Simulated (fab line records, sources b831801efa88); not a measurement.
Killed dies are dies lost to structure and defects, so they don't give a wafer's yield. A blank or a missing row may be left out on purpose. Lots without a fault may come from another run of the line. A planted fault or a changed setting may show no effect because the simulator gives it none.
Which tool did it? | flow sfq_line | 14 lots, 42 wafers sampled, at 4 steps of a route of 325

WHAT THE GAUGES READ, wafer by wafer
SFQ_M3_OVL_MEAS_921.
lot  | measured     | on         | M3_OVL (nm)
L716 | day 46 14:49 | overlay-01 | -4 -8 -4
L717 | day 46 22:01 | overlay-02 | -2 3 5
L718 | day 47 15:04 | overlay-02 | -2 4 -2
L719 | day 48 15:43 | overlay-02 | -1 -7 1
L720 | day 49 00:06 | overlay-01 | 11 12 11
L723 | day 50 17:10 | overlay-01 | 0 -5 1
L724 | day 50 23:09 | overlay-01 | -3 -5 -6
L725 | day 51 05:10 | overlay-01 | -2 1 6
L728 | day 52 07:34 | overlay-01 | 3 -2 4
L731 | day 54 01:37 | overlay-01 | 21 14 14
L735 | day 54 12:39 | overlay-01 | 3 8 4
L736 | day 55 00:40 | overlay-02 | -8 -11 -2
L737 | day 55 12:51 | overlay-02 | -8 -5 -6
L738 | day 55 18:26 | overlay-02 | 12 3 7

SFQ_I4_BOW_MEAS_927.
lot  | measured     | on            | I4_BOW (um)
L716 | day 54 08:24 | film_metro-03 | 5 2 8
L717 | day 54 14:24 | film_metro-04 | 21 14 10
L718 | day 54 18:17 | film_metro-03 | 7 -6 -5
L719 | day 55 07:14 | film_metro-03 | 2 2 0
L720 | day 55 16:35 | film_metro-03 | 7 4 11
L723 | day 57 09:29 | film_metro-04 | 12 19 16
L724 | day 57 14:14 | film_metro-04 | 16 6 -5
L725 | day 57 22:16 | film_metro-03 | 1 3 -2
L728 | day 59 03:29 | film_metro-03 | 3 -12 2
L731 | day 62 01:47 | film_metro-04 | 9 13 2
L735 | day 62 10:47 | film_metro-04 | 16 13 8
L736 | day 62 11:58 | film_metro-02 | -2 -1 -5
L737 | day 62 14:56 | film_metro-04 | 6 17 17
L738 | day 62 17:56 | film_metro-04 | 6 -2 15

WHICH TOOL RAN EACH LOT (tool, then ch and the chambers of the sampled wafers, then the start)
lot  | SFQ_TRILAYER_M0_LITHO_PEB_024     | SFQ_TRILAYER_M4_BARC_OPEN_METAL_ETCH_123
L716 | litho_track-03 ch 0, day 14 05:05 | rie_metal-04 ch 0,1, day 54 04:22
L717 | litho_track-03 ch 0, day 14 11:32 | rie_metal-03 ch 0,1, day 54 07:58
L718 | litho_track-04 ch 0, day 14 19:58 | rie_metal-04 ch 0, day 54 11:34
L719 | litho_track-03 ch 0, day 15 03:11 | rie_metal-02 ch 0,1, day 55 03:11
L720 | litho_track-03 ch 0, day 15 12:44 | rie_metal-04 ch 0,1, day 55 12:34
L723 | litho_track-04 ch 0, day 17 03:34 | rie_metal-02 ch 0,1, day 57 05:26
L724 | litho_track-03 ch 0, day 17 07:07 | rie_metal-04 ch 0,1, day 57 10:11
L725 | litho_track-01 ch 0, day 17 14:22 | rie_metal-04 ch 0, day 57 17:27
L728 | litho_track-03 ch 0, day 18 09:34 | rie_metal-04 ch 0,1, day 58 23:26
L731 | litho_track-04 ch 0, day 20 02:37 | rie_metal-04 ch 0,1, day 61 19:56
L735 | litho_track-04 ch 0, day 21 08:37 | rie_metal-03 ch 0,1, day 62 01:56
L736 | litho_track-04 ch 0, day 21 14:43 | rie_metal-02 ch 0,1, day 62 03:07
L737 | litho_track-03 ch 0, day 21 21:53 | rie_metal-03 ch 1, day 62 05:31
L738 | litho_track-01 ch 0, day 22 06:17 | rie_metal-03 ch 1, day 62 07:55
- SFQ_TRILAYER_M0_LITHO_PEB_024: peb time 60 s.
- SFQ_TRILAYER_M4_BARC_OPEN_METAL_ETCH_123: etches BARC in O2, target depth 125 nm, time 41.7 s.

WHAT THE TOOLS THEMSELVES READ (means of the sampled wafers that have a number; where no wafer has one, the mark that the record gives instead)
SFQ_TRILAYER_M0_LITHO_PEB_024.
lot  | tool           | heater_power_total_W (W)
L716 | litho_track-03 | 79.15
L717 | litho_track-03 | 79.21
L718 | litho_track-04 | 79.20
L719 | litho_track-03 | 79.16
L720 | litho_track-03 | 79.12
L723 | litho_track-04 | 79.12
L724 | litho_track-03 | 79.19
L725 | litho_track-01 | 79.14
L728 | litho_track-03 | 79.14
L731 | litho_track-04 | 79.23
L735 | litho_track-04 | 86.59
L736 | litho_track-04 | 86.50
L737 | litho_track-03 | 79.17
L738 | litho_track-01 | 79.20

SFQ_TRILAYER_M4_BARC_OPEN_METAL_ETCH_123.
lot  | tool         | drypump_motor_current_A (A) | oes_product_au (a.u.) | rf_fwd_power_W (W)
L716 | rie_metal-04 | 5.8                         | 0.683                 | 594
L717 | rie_metal-03 | 5.3                         | 0.684                 | 590
L718 | rie_metal-04 | 5.6                         | 0.684                 | 596
L719 | rie_metal-02 | 6.1                         | 0.686                 | 591
L720 | rie_metal-04 | 6.0                         | 0.687                 | 590
L723 | rie_metal-02 | 6.2                         | 0.688                 | 590
L724 | rie_metal-04 | 6.0                         | 0.683                 | 593
L725 | rie_metal-04 | 5.6                         | 0.684                 | 594
L728 | rie_metal-04 | 5.8                         | 0.686                 | 594
L731 | rie_metal-04 | 5.8                         | 0.685                 | 596
L735 | rie_metal-03 | 5.0                         | 0.687                 | 591
L736 | rie_metal-02 | 6.1                         | 0.685                 | 591
L737 | rie_metal-03 | 4.8                         | 0.686                 | 594
L738 | rie_metal-03 | 4.8                         | 0.685                 | 595

THE ANSWER, worked out from the rows above alone
Rule: what is usual is taken from the lots themselves. Put in order of their means at a reading, lots are off if they are a third of the lots or fewer, leave a main group of 4 or more, and stand apart from it by a gap of 3 or more times the standard deviation of the main group's means; of several such gaps the widest counts. A main group whose means are all the same, to the digits that the tables above print for the reading, isn't used. A lot without any number at a reading at which 4 lots or more have one is off too. The other lots that the step has rows for count as sound. The gauges are gone through in route order, then the tools' own readings, and for those a lot's mean is taken as printed above. The first step at which some lot is off is used, and at that step the reading that is off furthest; a lot without a number counts as furthest.
Off: L735, L736, at SFQ_TRILAYER_M0_LITHO_PEB_024 (heater_power_total_W). The main group: mean 79.17 W, standard deviation 0.035.
A tool fits if, at that step or a process step before it, it ran every lot that is off, and no sound lot after the first of them. One fits: litho_track-04 at SFQ_TRILAYER_M0_LITHO_PEB_024. Its last sound lot is L731 (day 20 02:37), its first lot that is off L735 (day 21 08:37): a fault that began between those two fits.
The tool's own readings at SFQ_TRILAYER_M0_LITHO_PEB_024 bear it out: on the lots that are off they differ by more than 5 times the standard deviation of the sound lots' means. heater_power_total_W reads 86.55 W there against 79.17 W on the sound lots.

WHAT THE SIMULATOR HAD PUT IN
Process parameter drift: litho_track-04, from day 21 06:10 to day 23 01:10, at SFQ_TRILAYER_M0_LITHO_PEB_024. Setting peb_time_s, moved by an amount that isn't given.
Lots struck among those shown: L735, L736. The rule above found the same.
